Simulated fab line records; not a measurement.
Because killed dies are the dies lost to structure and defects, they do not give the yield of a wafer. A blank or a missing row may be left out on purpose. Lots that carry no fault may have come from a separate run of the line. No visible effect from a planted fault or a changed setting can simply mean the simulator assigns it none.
One fault seen from 2 desks + flow sky130 + only its own numbers are on each desk; what lay behind them is given at the end

== METROLOGY DESK ==
What the gauges read for every lot (on any tool): the sampled wafers with a number, averaged. The brackets show how far a lot's mean lies from the usual mean; more than 4 standard deviations puts the lot out of limits, marked OUT.
Columns: A = cd_nm at SKY_VT_ADJUST_HVTP_CD_MEAS_07, usual 380.1 nm; B = cd_nm at SKY_VT_ADJUST_HVTR_CD_MEAS_07, usual 379.8 nm; C = cd_nm at SKY_SONOS_TUNNEL_CD_MEAS_07, usual 410.1 nm
| lot  | first seen here | A     | B     | C     |
|------|-----------------|-------|-------|-------|
| L740 | day 6 00:02     | 377.2 | 377.9 | 409.7 |
| L741 | day 6 05:29     | 381.5 | 379.5 | 407.7 |
| L742 | day 6 10:50     | 377.1 | 384.8 | 407.6 |
| L744 | day 7 01:19     | 382.1 | 377.6 | 411.9 |
| L745 | day 7 04:13     | 379.3 | 380.1 | 409.0 |
| L746 | day 7 12:02     | 379.6 | 381.5 | 412.9 |
| L747 | day 7 20:23     | 380.7 | 379.8 | 406.3 |
| L755 | day 10 12:26    | 377.8 | 380.3 | 412.1 |
| L754 | day 10 13:53    | 381.7 | 377.7 | 409.8 |
| L757 | day 11 05:35    | 381.2 | 382.2 | 411.1 |
| L761 | day 12 02:04    | 377.2 | 375.6 | 411.8 |
| L760 | day 12 02:40    | 380.3 | 379.6 | 406.9 |
| L763 | day 12 19:29    | 379.9 | 382.5 | 407.6 |
This desk found nothing out of limits on any of the 13 lots.

== THE TOOL OWNER'S DESK: litho_track-03 ==
The tool's own readings at SKY_VT_ADJUST_PCH_COAT_02 (resist thk 3000 nm): means of the sampled wafers that have a number, for each lot that ran on this tool. The brackets show how far a lot's mean lies from the usual mean; more than 4 standard deviations puts the lot out of limits, marked OUT.
Columns: A = exhaust_pa at SKY_VT_ADJUST_PCH_COAT_02, usual 45.1 Pa
| lot  | first seen here | A    |
|------|-----------------|------|
| L740 | day 9 13:37     | 44.9 |
| L755 | day 15 05:13    | 44.7 |
| L754 | day 15 06:32    | 46.1 |
This desk found nothing out of limits on any of the 3 lots.

== PUT TOGETHER ==
Metrology desk: nothing out of limits seen.
The tool owner's desk saw nothing out of limits.

== WHAT THE SIMULATOR HAD PUT IN ==
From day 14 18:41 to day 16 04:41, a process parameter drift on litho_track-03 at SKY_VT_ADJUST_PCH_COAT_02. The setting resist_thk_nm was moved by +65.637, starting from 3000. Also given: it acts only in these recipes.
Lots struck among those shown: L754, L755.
